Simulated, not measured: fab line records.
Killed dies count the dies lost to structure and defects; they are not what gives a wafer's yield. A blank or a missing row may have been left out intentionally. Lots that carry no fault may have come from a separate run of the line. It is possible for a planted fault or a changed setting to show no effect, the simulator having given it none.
The tool behind it: which one?    flow gf180mcu    36 wafers sampled from 12 lots at 1 step of a route of 602

WHAT THE GAUGES READ, wafer by wafer
GF_SALICIDE_RS_MEAS_04: a four-point-probe measurement.
lot   measured      on             SALICIDE_TIN_RS (ohm/sq)
L075  day 15 16:33  film-metro-02  15.9 16.1 16.4
L077  day 16 06:40  film-metro-03  16.8 16.4 16.7
L079  day 17 04:47  film-metro-02  16.0 16.1 16.2
L081  day 17 19:25  film-metro-02  17.1 16.9 16.8
L083  day 18 14:59  film-metro-02  16.4 16.5 16.4
L085  day 19 06:05  film-metro-01  16.4 16.7 16.5
L087  day 19 23:56  film-metro-01  16.0 16.1 16.0
L089  day 20 17:53  film-metro-02  16.2 16.5 16.1
L091  day 21 17:01  film-metro-02  16.1 16.1 15.9
L093  day 22 11:44  film-metro-02  16.1 15.8 16.0
L095  day 22 23:06  film-metro-01  16.0 16.0 16.0
L097  day 23 16:47  film-metro-01  15.5 15.8 15.7

EACH LOT AND THE TOOL THAT RAN IT (in order: tool; ch and the chambers of the sampled wafers; start)
Record: no process step prior to these readings.

THE ANSWER, worked out from the rows above alone
Rule: the lots themselves supply what counts as usual. The widest of any qualifying gaps counts: lots, ordered by their means at a reading, are off when they make up no more than a third of the lots, leave a main group of 4 or more, and stand apart from it by 3 or more times the standard deviation of that group's means. Not used: any main group whose means are identical at the precision the tables above print for the reading. A lot without any number at a reading at which 4 lots or more have one is off too. Where the step has rows for the other lots, those lots are counted as sound.
None of the lots is off at any reading shown; this tells nothing.

WHAT THE SIMULATOR HAD INSERTED
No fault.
